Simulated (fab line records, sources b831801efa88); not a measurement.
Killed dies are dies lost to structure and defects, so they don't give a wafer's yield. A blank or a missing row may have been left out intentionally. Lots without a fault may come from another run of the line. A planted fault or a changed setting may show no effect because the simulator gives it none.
fab line records	flow sky130
record lots=13	wafers=39	last-day=48
route steps=708 shown SONOS_ONO@171 LDD_P@264 LDD_HVP@288 SPACER@306
lots that met no fault: taken from a fault-free run of the same line
start-h: the number of hours between the record's first day and the start of the first shown wafer of the lot	wait-h: hours from the lot's prior step to this one	" the same as in the row above	L1.1+2: a single row standing in for several wafers	- no value present, or no start provided	* or withheld: withheld	< > ~ a bound
route shown NAME@n: a module of which the file shows steps, and the number in the route of the first	usual: mean/standard deviation taken from wafers without a fault	same: alike in all rows	chamber/n: place in a boat	sites: the reading at each site	_std_site: standard deviation of those values	_edge_site: the outer-site mean with the inner-site mean subtracted	radius-mm: for every site, how far away it sits from the centre of the wafer	mask NAME#n: copy n	behind: the tool/chamber that last shaped the wafer	hold: reason for holding the lot/hours on hold/outcome of the hold	device: whichever transistor did not switch (one of n, p or np)	end of line: tests of these same wafers at the route's end	a step given without rows: its recipe and nothing more	killed: dies that structure and defects cost at the first sort, which is not the same as the wafer's yield	map: shows each die of a wafer: x if killed, . if not, _ if none is there
set.NAME: the setting the step ran with; set.NAME@STEP: the setting that earlier step ran with	model.NAME: the simulator's own value behind a step, which no gauge read
a sample of lots followed through the steps of the route, with each step as a table and each wafer as a row
services: the hour from which a tool's chamber was out of use, counted from the record's first day as start-h (under 0 if before that day), plus the number of hours and why
## steps
# step SKY_SONOS_ONO_THK_MEAS_03
# recipe reads=Si3N4_of_SONOS_ONO_CVD_02
# usual SONOS_ONO_CVD_02_THK=10.44/0.14
lot.wafer	tool	chamber	start-h	wait-h	SONOS_ONO_CVD_02_THK[nm]
L630.2	film-metro-04	-	251.32	0.0	10.59
L630.4	"	-	"	"	10.51
L630.5	"	-	"	"	10.49
L631.1	film-metro-01	-	262.41	0.0	10.53
L631.4	"	-	"	"	10.57
L631.6	"	-	"	"	10.52
L632.3	film-metro-04	-	269.55	0.0	10.49
L632.4	"	-	"	"	10.58
L632.5	"	-	"	"	10.52
L633.1	film-metro-01	-	277.75	0.0	10.75
L633.4	"	-	"	"	10.55
L633.5	"	-	"	"	10.66
L634.4	film-metro-01	-	285.92	0.0	10.64
L634.5	"	-	"	"	10.33
L634.6	"	-	"	"	10.67
L635.2	film-metro-04	-	300.50	0.0	10.47
L635.4	"	-	"	"	10.42
L635.6	"	-	"	"	10.51
L636.1	film-metro-01	-	305.97	0.0	10.29
L636.5	"	-	"	"	10.30
L636.6	"	-	"	"	10.22
L637.1	film-metro-04	-	307.42	0.0	10.24
L637.2	"	-	"	"	10.28
L637.5	"	-	"	"	10.28
L640.1	film-metro-02	-	338.14	0.0	10.12
L640.3	"	-	"	"	10.35
L640.4	"	-	"	"	10.50
L641.2	film-metro-01	-	342.37	0.0	10.47
L641.3	"	-	"	"	10.50
L641.6	"	-	"	"	10.48
L642.1	film-metro-01	-	347.48	0.0	10.42
L642.4	"	-	"	"	10.36
L642.6	"	-	"	"	10.40
L643.1	film-metro-01	-	356.40	0.0	10.39
L643.2	"	-	"	"	10.20
L643.4	"	-	"	"	10.33
L644.2	film-metro-04	-	363.91	0.0	10.33
L644.4	"	-	"	"	10.10
L644.5	"	-	"	"	10.22
# step SKY_LDD_P_IMPLANT_09
# recipe species=BF2	energy-kev=25	dose-cm2=1e+13	tilt-deg=withheld
# usual implant-ion-amu=49/0
lot.wafer	tool	chamber	start-h	wait-h	implant-ion-amu
L630.2	implanter-03	0	424.68	0.0	49
L630.4	"	0	"	"	49
L630.5	"	0	"	"	49
L631.1	implanter-01	0	441.81	0.0	49
L631.4	"	0	"	"	49
L631.6	"	0	"	"	49
L632.3	implanter-03	0	452.09	0.1	49
L632.4	"	0	"	"	49
L632.5	"	0	"	"	49
L633.1	implanter-03	0	462.16	0.0	49
L633.4	"	0	"	"	49
L633.5	"	0	"	"	49
L634.4	implanter-01	0	479.16	0.1	49
L634.5	"	0	"	"	49
L634.6	"	0	"	"	49
L635.2	implanter-04	0	490.98	0.0	49
L635.4	"	0	"	"	49
L635.6	"	0	"	"	49
L636.1	implanter-03	0	499.81	0.0	49
L636.5	"	0	"	"	49
L636.6	"	0	"	"	49
L637.1	implanter-04	0	500.99	0.0	49
L637.2	"	0	"	"	49
L637.5	"	0	"	"	49
L640.1	implanter-04	0	537.06	0.0	49
L640.3	"	0	"	"	49
L640.4	"	0	"	"	49
L641.2	implanter-01	0	539.96	0.0	75
L641.3	"	0	"	"	75
L641.6	"	0	"	"	75
L642.1	implanter-03	0	544.79	0.0	75
L642.4	"	0	"	"	75
L642.6	"	0	"	"	75
L643.1	implanter-03	0	553.96	0.0	75
L643.2	"	0	"	"	75
L643.4	"	0	"	"	75
L644.2	implanter-01	0	560.19	0.0	75
L644.4	"	0	"	"	75
L644.5	"	0	"	"	75
# step SKY_LDD_P_TW_MEAS_11
# usual LDD_P_TW=635/4.6
lot.wafer	tool	chamber	start-h	wait-h	LDD_P_TW
L630.2	film-metro-03	-	424.92	0.1	641
L630.4	"	-	"	"	639
L630.5	"	-	"	"	642
L631.1	film-metro-01	-	442.06	0.1	632
L631.4	"	-	"	"	633
L631.6	"	-	"	"	632
L632.3	film-metro-03	-	452.31	0.1	641
L632.4	"	-	"	"	641
L632.5	"	-	"	"	642
L633.1	film-metro-01	-	462.41	0.1	629
L633.4	"	-	"	"	629
L633.5	"	-	"	"	627
L634.4	film-metro-03	-	479.37	0.1	644
L634.5	"	-	"	"	644
L634.6	"	-	"	"	642
L635.2	film-metro-02	-	491.22	0.1	633
L635.4	"	-	"	"	631
L635.6	"	-	"	"	635
L636.1	film-metro-03	-	500.06	0.1	644
L636.5	"	-	"	"	640
L636.6	"	-	"	"	639
L637.1	film-metro-01	-	501.24	0.1	633
L637.2	"	-	"	"	633
L637.5	"	-	"	"	633
L640.1	film-metro-03	-	537.37	0.1	636
L640.3	"	-	"	"	638
L640.4	"	-	"	"	640
L641.2	film-metro-03	-	540.20	0.1	1050
L641.3	"	-	"	"	1056
L641.6	"	-	"	"	1055
L642.1	film-metro-02	-	545.04	0.1	1044
L642.4	"	-	"	"	1040
L642.6	"	-	"	"	1046
L643.1	film-metro-01	-	554.21	0.1	1047
L643.2	"	-	"	"	1048
L643.4	"	-	"	"	1050
L644.2	film-metro-01	-	560.42	0.1	1046
L644.4	"	-	"	"	1048
L644.5	"	-	"	"	1051
# step SKY_LDD_HVP_TW_MEAS_10
# usual LDD_HVP_TW=453.0/2.5
lot.wafer	tool	chamber	start-h	wait-h	LDD_HVP_TW
L630.2	film-metro-03	-	489.45	0.1	457.3
L630.4	"	-	"	"	458.3
L630.5	"	-	"	"	457.1
L631.1	film-metro-04	-	505.52	0.1	450.2
L631.4	"	-	"	"	452.7
L631.6	"	-	"	"	449.8
L632.3	film-metro-02	-	516.26	0.1	450.1
L632.4	"	-	"	"	453.2
L632.5	"	-	"	"	451.6
L633.1	film-metro-02	-	525.94	0.1	451.7
L633.4	"	-	"	"	451.8
L633.5	"	-	"	"	452.8
L634.4	film-metro-02	-	542.97	0.1	451.6
L634.5	"	-	"	"	453.9
L634.6	"	-	"	"	455.3
L635.2	film-metro-02	-	553.30	0.1	452.2
L635.4	"	-	"	"	452.4
L635.6	"	-	"	"	453.0
L636.1	film-metro-02	-	562.34	0.1	450.9
L636.5	"	-	"	"	452.2
L636.6	"	-	"	"	450.9
L637.1	film-metro-02	-	563.09	0.1	454.0
L637.2	"	-	"	"	451.6
L637.5	"	-	"	"	454.2
L640.1	film-metro-02	-	596.64	0.1	452.1
L640.3	"	-	"	"	454.2
L640.4	"	-	"	"	454.3
L641.2	film-metro-04	-	599.20	0.1	447.4
L641.3	"	-	"	"	448.2
L641.6	"	-	"	"	448.0
L642.1	film-metro-04	-	605.24	0.1	449.2
L642.4	"	-	"	"	450.5
L642.6	"	-	"	"	450.2
L643.1	film-metro-04	-	613.84	0.1	448.6
L643.2	"	-	"	"	451.0
L643.4	"	-	"	"	450.0
L644.2	film-metro-02	-	620.05	0.1	454.4
L644.4	"	-	"	"	454.8
L644.5	"	-	"	"	453.8
# step SKY_SPACER_ETCHBACK_02
# recipe chemistry=CH3F/O2	target=Si3N4	stop-on=SiO2	source-w=400	bias-w=80	pressure-mtorr=25	ch3f-flow-sccm=40	O2_flow_sccm=30	time-s=46.7	target-depth-a=450
# usual drypump-motor-current-A=6.0/0.51	oes-product-au=0.856/0.0072	throttle-valve-pct=10.563/0.009
lot.wafer	tool	chamber	start-h	wait-h	drypump-motor-current-A	oes-product-au	rf-hours-counter-h	throttle-valve-pct
L630.2	rie-diel-03	3	523.12	0.0	6.2	0.872	37	10.552
L630.4	"	0	"	"	5.9	0.875	8	10.580
L630.5	"	3	"	"	6.1	0.871	-	10.573
L631.1	rie-diel-01	0	540.21	0.1	5.7	0.853	5	10.553
L631.4	"	1	"	"	5.5	0.853	32	10.567
L631.6	"	0	"	"	5.7	0.853	-	10.561
L632.3	rie-diel-01	3	549.44	0.0	6.4	0.848	4	10.554
L632.4	"	1	"	"	5.5	0.855	32	10.565
L632.5	"	1	"	"	5.5	0.856	-	10.578
L633.1	rie-diel-04	3	559.58	0.1	5.2	0.869	66	10.562
L633.4	"	3	"	"	5.3	0.864	-	10.558
L633.5	"	0	"	"	6.3	0.848	-	10.569
L634.4	rie-diel-04	1	575.64	0.0	6.6	0.851	0	10.551
L634.5	"	0	"	"	6.3	0.858	-	10.558
L634.6	"	1	"	"	6.6	0.861	-	10.574
L635.2	rie-diel-04	1	585.37	0.0	6.6	0.861	0	10.560
L635.4	"	3	"	"	5.2	0.859	-	10.566
L635.6	"	1	"	"	6.6	0.856	-	10.544
L636.1	rie-diel-01	1	593.87	0.1	5.5	0.860	33	10.555
L636.5	"	3	"	"	6.3	0.856	-	10.555
L636.6	"	2	"	"	6.2	0.861	-	10.557
L637.1	rie-diel-03	1	596.43	0.1	4.9	0.858	16	10.568
L637.2	"	0	"	"	5.9	0.853	9	10.564
L637.5	"	1	"	"	4.9	0.864	-	10.568
L640.1	rie-diel-04	0	628.47	0.1	6.4	0.851	26	10.561
L640.3	"	1	"	"	6.6	0.856	1	10.562
L640.4	"	0	"	"	6.3	0.859	-	10.583
L641.2	rie-diel-03	1	631.86	0.0	4.9	0.863	17	10.559
L641.3	"	0	"	"	5.9	0.863	10	10.575
L641.6	"	2	"	"	6.6	0.864	-	10.567
L642.1	rie-diel-01	1	637.97	0.1	5.5	0.854	34	10.571
L642.4	"	3	"	"	6.4	0.861	-	10.553
L642.6	"	0	"	"	5.7	0.841	-	10.563
L643.1	rie-diel-03	1	644.62	0.1	4.9	0.854	17	10.539
L643.2	"	2	"	"	6.6	0.852	4	10.569
L643.4	"	0	"	"	5.9	0.855	11	10.553
L644.2	rie-diel-04	3	651.31	0.0	5.3	0.869	0	10.559
L644.4	"	2	"	"	5.8	0.859	1	10.563
L644.5	"	3	"	"	5.3	0.863	-	10.563
## services
tool	chamber	start-h	hours	kind
rie-diel-03	-	404.32	28.1	pm
implanter-01	-	410.69	2.0	repair
rie-diel-01	-	438.62	1.2	repair
rie-diel-01	2	440.69	8.2	repair
rie-diel-04	3	450.06	5.8	repair
rie-diel-04	3	464.90	6.5	repair
rie-diel-03	1	472.50	6.0	repair
rie-diel-03	0	476.00	5.0	repair
rie-diel-03	-	477.65	1.0	repair
implanter-01	-	487.35	2.6	repair
rie-diel-04	3	502.33	9.1	repair
rie-diel-04	1	519.63	22.7	repair
implanter-01	-	522.79	3.4	pm
implanter-03	-	533.91	4.6	repair
implanter-03	-	536.70	4.6	repair
rie-diel-01	-	544.87	0.3	repair
rie-diel-04	3	546.21	10.7	repair
implanter-03	-	569.14	1.8	repair
rie-diel-04	1	595.78	9.9	repair
implanter-03	-	597.62	4.5	pm
implanter-03	-	607.04	3.0	repair
implanter-03	-	609.48	1.4	repair
implanter-03	-	612.19	5.4	pm
rie-diel-04	1	641.39	7.5	repair
## key
first-sign step=SKY_LDD_P_IMPLANT_09	reading=implant-ion-amu	direction=up	sigmas=99+	usual=49	struck=75
effect step=SKY_LDD_P_TW_MEAS_11	reading=LDD_P_TW	direction=up	sigmas=90	usual=635	struck=1048
met-at SKY_LDD_P_IMPLANT_09
struck-lots L641,L642,L643,L644
sort-left-out L641.2,L641.3,L641.6,L642.1,L642.4,L642.6,L643.1,L643.2,L643.4,L644.2,L644.4,L644.5
tester-left-out L641,L642,L643,L644
not-acting-at SKY_SONOS_ONO_THK_MEAS_03,SKY_LDD_HVP_TW_MEAS_10,SKY_SPACER_ETCHBACK_02
onset-between 499.81 539.96
fault kind=wrong-recipe-download	tool=implanter-01,implanter-03,implanter-04	chamber=-	onset-h=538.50	steps=SKY_LDD_P_IMPLANT_09	wrong-recipe.not-listed=1
# tester-left-out: of these lots the tester's yield and bins aren't shown, on N5 and GAA mostly nor the transistor test; their killed dies are dies lost to structure and defects alone, not to doping, threshold or leakage, so they don't give the yield
# sort-left-out: the simulated sort isn't trusted on such a fault, so these wafers' sort isn't shown, and their yield isn't known
